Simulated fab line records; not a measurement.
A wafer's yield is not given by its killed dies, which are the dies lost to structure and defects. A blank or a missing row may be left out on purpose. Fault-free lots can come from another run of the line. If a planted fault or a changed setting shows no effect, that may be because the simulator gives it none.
A struck lot beside a sound one    flow sfq-line    13 steps out of a route of 325
Sound: the wafers L783.2, L783.3, L783.6. Struck: wafer L779.5. (L779.6 of the same lot was not struck and is left out.) The cause comes at the end.
For every step that has rows: the tool of each side, followed by ch and its chambers, followed by its first start. Under that, the readings that differ: sound wafers    struck wafers    difference of the means    sigmas: that difference in standard deviations of wafers without a fault.
alike: words and numbers the same on both sides, and readings whose means are apart by under 2 such deviations; not compared: readings that were withheld, readings missing a value for some wafer, numbers with overlapping values and no deviation given by the record, and bounds like >300 which may hide the same value.
Wherever a step has rows on one side only, a row that says differs or no value, or a row with sigmas, the two part there. Numbers that don't overlap but have no deviation are shown without sigmas and don't part them. A reading missing from all wafers of one side parts the sides only when that side holds two or more wafers.

first, 1 step without rows for these wafers: SFQ_TRILAYER_M4_DEP_PRE_CLEAN_092 (time 22.5 s).
SFQ_TRILAYER_M4_DEP_SPUTTER_091: material Nb, target thk 200 nm, time 133.3 s.
  struck on pvd-sputter-05, day 48 04:31; sound on pvd-sputter-05, day 49 23:47
  alike: base-pressure-pa, chamber-pressure-pa, throttle-valve-pct
SFQ_M4_RS_MEAS_924: a four-point-probe measurement.
  struck on film-metro-02, day 48 04:38; sound on film-metro-03, day 49 23:54
  alike: M4_NB_RS
then, 6 steps without rows for these wafers: SFQ_TRILAYER_M4_LITHO_COAT_098 (resist thk 62 nm); SFQ_TRILAYER_M4_LITHO_COAT_093 (resist thk 600 nm); SFQ_TRILAYER_M4_LITHO_SOFTBAKE_097; SFQ_TRILAYER_M4_LITHO_EXPOSE_094 (exposes mask M4, target cd 500 nm); SFQ_TRILAYER_M4_LITHO_PEB_096 (peb time 60 s); SFQ_TRILAYER_M4_LITHO_DEVELOP_095 (time 60 s).
SFQ_M4_OVL_MEAS_926:
  struck on overlay-01, day 48 07:00; sound on overlay-01, day 54 20:32
  alike: M4_OVL
SFQ_TRILAYER_M4_BARC_OPEN_METAL_ETCH_123: etches BARC in O2, target depth 125 nm, time 41.7 s.
  sound on rie-metal-02 ch 0,1, day 54 20:34; struck on rie-metal-03 ch 1, day 48 07:04
  alike: drypump-motor-current-A, oes-product-au, run-length-s
  not compared: rf-hours-counter-h
SFQ_TRILAYER_M4_ETCH_METAL_ETCH_096: etches Nb in Cl2/Ar, stops on SiO2, target depth 240 nm, time 120 s.
  sound on rie-metal-02 ch 0,1, day 54 20:37; struck on rie-metal-03 ch 1, day 48 07:10
reading           sound              struck  difference  sigmas
run-length-s (s)  148.0 148.6 148.5  152.3   +3.9        +5
  alike: drypump-motor-current-A, oes-product-au
  not compared: rf-hours-counter-h, model.KrF_of_TRILAYER_M4_LITHO_COAT_093.thk-nm
SFQ_TRILAYER_M4_STRIP_STRIP_097: strips in O2.
  sound on rie-metal-02 ch 0,1, day 54 20:45; struck on rie-metal-03 ch 1, day 48 07:36
  alike: drypump-motor-current-A, oes-product-au
  not compared: rf-hours-counter-h

== WHERE THEY PART ==
Only at SFQ_TRILAYER_M4_ETCH_METAL_ETCH_096, within this record. Later steps at which nothing parts them and some readings are alike: SFQ_TRILAYER_M4_STRIP_STRIP_097.

WHY: the cause the simulator had injected
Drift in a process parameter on rie-metal-03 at SFQ_TRILAYER_M4_ETCH_METAL_ETCH_096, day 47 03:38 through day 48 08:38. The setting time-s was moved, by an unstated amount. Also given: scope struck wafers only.
